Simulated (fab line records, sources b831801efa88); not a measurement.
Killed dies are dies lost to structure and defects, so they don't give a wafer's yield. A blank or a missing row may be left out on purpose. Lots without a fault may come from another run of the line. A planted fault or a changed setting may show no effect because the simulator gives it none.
Which tool did it? | flow sky130 | 11 lots, 33 wafers sampled, at 6 steps of a route of 708

WHAT THE GAUGES READ, wafer by wafer
SKY_LDD_N_TW_MEAS_17.
lot  | measured     | on            | LDD_N_TW
L269 | day 18 16:56 | film_metro-03 | 2615 2628 2603
L271 | day 19 12:48 | film_metro-01 | 2607 2606 2625
L274 | day 20 00:26 | film_metro-03 | 2618 2620 2608
L275 | day 20 12:57 | film_metro-03 | 2619 2623 2609
L277 | day 21 07:44 | film_metro-01 | 2524 2533 2524
L278 | day 21 15:24 | film_metro-01 | 2601 2598 2609
L279 | day 21 20:23 | film_metro-01 | 2524 2514 2532
L288 | day 24 21:51 | film_metro-01 | 2611 2612 2605
L289 | day 25 02:39 | film_metro-03 | 2587 2596 2598
L290 | day 25 18:58 | film_metro-03 | 2589 2587 2584
L291 | day 25 22:32 | film_metro-04 | 2615 2600 2597

SKY_LOCAL_INTERCONNECT_CD_MEAS_11: target cd 170 nm.
lot  | measured     | on        | cd_nm (nm)
L269 | day 31 05:29 | cd_sem-02 | 168.1 168.2 169.8
L271 | day 32 00:21 | cd_sem-01 | 168.0 168.0 167.8
L274 | day 32 08:54 | cd_sem-01 | 170.3 170.2 169.8
L275 | day 32 19:18 | cd_sem-01 | 169.4 169.1 169.9
L277 | day 33 13:29 | cd_sem-02 | 170.9 172.3 171.5
L278 | day 33 18:34 | cd_sem-01 | 168.5 168.8 169.0
L279 | day 33 23:19 | cd_sem-02 | 171.8 170.2 171.8
L288 | day 36 17:15 | cd_sem-02 | 166.2 168.8 168.8
L289 | day 36 18:52 | cd_sem-01 | 172.9 173.2 172.3
L290 | day 37 11:34 | cd_sem-02 | 169.3 168.7 169.7
L291 | day 37 15:05 | cd_sem-02 | 172.1 170.4 170.5

SKY_CONTACT_RS_MEAS_25: measures by four-point-probe.
lot  | measured     | on            | CONTACT_W_RS (ohm/sq)
L269 | day 32 11:29 | film_metro-03 | 0.341 0.344 0.345
L271 | day 33 06:01 | film_metro-03 | 0.339 0.340 0.338
L274 | day 33 14:20 | film_metro-04 | 0.342 0.345 0.345
L275 | day 34 00:52 | film_metro-01 | 0.338 0.344 0.340
L277 | day 34 17:48 | film_metro-04 | 0.339 0.339 0.338
L278 | day 34 23:30 | film_metro-04 | 0.337 0.341 0.339
L279 | day 35 05:01 | film_metro-01 | 0.335 0.338 0.337
L288 | day 37 22:06 | film_metro-01 | 0.337 0.334 0.337
L289 | day 37 23:53 | film_metro-03 | 0.333 0.338 0.336
L290 | day 38 16:04 | film_metro-01 | 0.333 0.338 0.335
L291 | day 38 19:16 | film_metro-04 | 0.332 0.337 0.338

WHICH TOOL RAN EACH LOT (tool, then ch and the chambers of the sampled wafers, then the start)
lot  | SKY_LDD_N_IMPLANT_09            | SKY_LDD_N_STRIP_16                   | SKY_LI_CONTACT_SPUTTER_20
L269 | implanter-01 ch 0, day 18 15:49 | plasma_asher-04 ch 0,1, day 18 16:51 | pvd_sputter-03, day 30 00:19
L271 | implanter-01 ch 0, day 19 11:41 | plasma_asher-04 ch 0,1, day 19 12:42 | pvd_sputter-02, day 30 20:05
L274 | implanter-01 ch 0, day 19 23:17 | plasma_asher-03 ch 0,1, day 20 00:20 | pvd_sputter-03, day 31 04:37
L275 | implanter-01 ch 0, day 20 11:49 | plasma_asher-01 ch 0,1, day 20 12:50 | pvd_sputter-03, day 31 15:14
L277 | implanter-01 ch 0, day 21 06:35 | plasma_asher-01 ch 0,1, day 21 07:38 | pvd_sputter-03, day 32 09:55
L278 | implanter-02 ch 0, day 21 14:16 | plasma_asher-03 ch 0, day 21 15:17   | pvd_sputter-04, day 32 14:55
L279 | implanter-01 ch 0, day 21 19:16 | plasma_asher-03 ch 0,1, day 21 20:18 | pvd_sputter-02, day 32 19:25
L288 | implanter-02 ch 0, day 24 20:43 | plasma_asher-04 ch 1, day 24 21:44   | pvd_sputter-03, day 35 13:23
L289 | implanter-01 ch 0, day 25 01:31 | plasma_asher-04 ch 0,1, day 25 02:32 | pvd_sputter-03, day 35 15:52
L290 | implanter-04 ch 0, day 25 17:50 | plasma_asher-03 ch 0,1, day 25 18:52 | pvd_sputter-02, day 36 07:35
L291 | implanter-04 ch 0, day 25 21:25 | plasma_asher-03 ch 0,1, day 25 22:27 | pvd_sputter-02, day 36 11:32
- SKY_LDD_N_IMPLANT_09
- SKY_LDD_N_STRIP_16: strips in O2/N2.
- SKY_LI_CONTACT_SPUTTER_20: material TiN, target thk 20 nm, time 80 s.

WHAT THE TOOLS THEMSELVES READ (means of the sampled wafers that have a number; where no wafer has one, the mark that the record gives instead)
SKY_LDD_N_IMPLANT_09.
lot  | tool         | beam_on_s (s) | dose_ions_cm2 | faraday_current_uA | rotation_deg (degrees)
L269 | implanter-01 | 10.19         | 7.5e+13       | 415                | 112.98
L271 | implanter-01 | 10.15         | 7.5e+13       | 417                | 113.00
L274 | implanter-01 | 9.79          | 7.5e+13       | 433                | 113.00
L275 | implanter-01 | 9.96          | 7.5e+13       | 425                | 113.02
L277 | implanter-01 | 9.74          | 3.1e+13       | 177                | 113.03
L278 | implanter-02 | 10.07         | 7.5e+13       | 420                | 112.99
L279 | implanter-01 | 10.03         | 3.1e+13       | 172                | 112.99
L288 | implanter-02 | 9.98          | 7.5e+13       | 424                | 113.03
L289 | implanter-01 | 9.97          | 7.5e+13       | 424                | 113.01
L290 | implanter-04 | 10.02         | 7.5e+13       | 421                | 112.96
L291 | implanter-04 | 10.23         | 7.5e+13       | 413                | 113.02

SKY_LDD_N_STRIP_16.
lot  | tool            | drypump_motor_current_A (A) | oes_product_au (a.u.) | strip_time_to_endpoint_s (s)
L269 | plasma_asher-04 | 5.8                         | 0.406                 | 4.300
L271 | plasma_asher-04 | 5.9                         | 0.404                 | 4.311
L274 | plasma_asher-03 | 5.4                         | 0.407                 | 4.320
L275 | plasma_asher-01 | 6.1                         | 0.411                 | 4.327
L277 | plasma_asher-01 | 6.1                         | 0.408                 | 4.197
L278 | plasma_asher-03 | 4.9                         | 0.402                 | 4.326
L279 | plasma_asher-03 | 5.8                         | 0.404                 | 4.204
L288 | plasma_asher-04 | 6.0                         | 0.413                 | 4.299
L289 | plasma_asher-04 | 5.8                         | 0.405                 | 4.310
L290 | plasma_asher-03 | 5.8                         | 0.403                 | 4.313
L291 | plasma_asher-03 | 5.9                         | 0.405                 | 4.320

SKY_LI_CONTACT_SPUTTER_20.
lot  | tool           | chamber_pressure_pa (Pa) | throttle_valve_pct (%)
L269 | pvd_sputter-03 | 4.986                    | 29.3
L271 | pvd_sputter-02 | 4.999                    | 29.9
L274 | pvd_sputter-03 | 5.000                    | 30.7
L275 | pvd_sputter-03 | 5.001                    | 30.3
L277 | pvd_sputter-03 | 4.995                    | 29.7
L278 | pvd_sputter-04 | 4.997                    | 30.3
L279 | pvd_sputter-02 | 4.999                    | 30.8
L288 | pvd_sputter-03 | 5.003                    | 29.9
L289 | pvd_sputter-03 | 4.994                    | 29.2
L290 | pvd_sputter-02 | 4.994                    | 31.7
L291 | pvd_sputter-02 | 5.001                    | 30.9

THE ANSWER, worked out from the rows above alone
Rule: what is usual is taken from the lots themselves. Put in order of their means at a reading, lots are off if they are a third of the lots or fewer, leave a main group of 4 or more, and stand apart from it by a gap of 3 or more times the standard deviation of the main group's means; of several such gaps the widest counts. A main group whose means are all the same, to the digits that the tables above print for the reading, isn't used. A lot without any number at a reading at which 4 lots or more have one is off too. The other lots that the step has rows for count as sound. The gauges are gone through in route order, then the tools' own readings, and for those a lot's mean is taken as printed above. The first step at which some lot is off is used, and at that step the reading that is off furthest; a lot without a number counts as furthest.
Off: L277, L279, at SKY_LDD_N_TW_MEAS_17 (LDD_N_TW). The main group: mean 2606, standard deviation 9.9.
A tool fits if, at a process step before that reading, it ran every lot that is off, and no sound lot after the first of them. The gauges at SKY_LDD_N_TW_MEAS_17 aren't tried: what is off there is off at SKY_LDD_N_IMPLANT_09 too, on other tools, and a gauge's error can't cause that. None of those tried fits.

WHAT THE SIMULATOR HAD PUT IN
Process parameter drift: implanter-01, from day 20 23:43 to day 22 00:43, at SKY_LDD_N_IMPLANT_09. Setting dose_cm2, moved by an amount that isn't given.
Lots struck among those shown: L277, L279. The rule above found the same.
